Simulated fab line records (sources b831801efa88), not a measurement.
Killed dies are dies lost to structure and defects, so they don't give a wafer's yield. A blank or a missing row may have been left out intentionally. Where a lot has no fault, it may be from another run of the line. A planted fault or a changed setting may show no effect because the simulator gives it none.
Chamber matching -- flow gf180mcu -- GF_V4_ETCH_16 on rie diel-02 has 4 sister chambers
The step etches BARC in N2/H2. 4 wafers are shown with their chamber, then 12 later ones without.

EACH WAFER AND ITS CHAMBER
wafer,chamber,drypump motor current A (A)
L090.1,1,5.7
L090.3,2,5.5
L090.5,0,5.1
L090.6,3,5.1

WAFERS MISSING THEIR CHAMBER
wafer,drypump motor current A (A)
L092.2,5.5
L092.4,5.7
L092.6,5.0
L094.2,5.1
L094.4,5.5
L094.5,5.7
L095.1,5.5
L095.2,5.1
L095.3,5.1
L097.1,5.5
L097.3,5.7
L097.5,5.5

WHICH CHAMBER EACH ONE RAN IN
wafer,from the rows above,in truth
L092.2,2,2
L092.4,1,1
L092.6,can't be placed: 0 or 3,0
L094.2,can't be placed: 0 or 3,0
L094.4,2,2
L094.5,1,1
L095.1,2,2
L095.2,can't be placed: 0 or 3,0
L095.3,can't be placed: 0 or 3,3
L097.1,2,2
L097.3,1,1
L097.5,2,2
Placed correctly: 8 of 12. Unplaceable from these rows: 4, with the true chamber sitting among the candidates in 4. Wrongly placed: 0.
How it was worked out, from the rows above alone: a wafer's distance from a chamber is the root of the sum, over the readings, of the square of ((its reading less the chamber's mean) divided by the reading's scatter). If the next closest chamber is less than 2 further off than the closest, the wafer can't be placed; otherwise it belongs to the closest. A chamber's mean is the mean of its shown wafers. The scatter (one wafer shown for each chamber): square how far every hidden wafer sits from the nearest shown wafer, average those squares and take the square root.
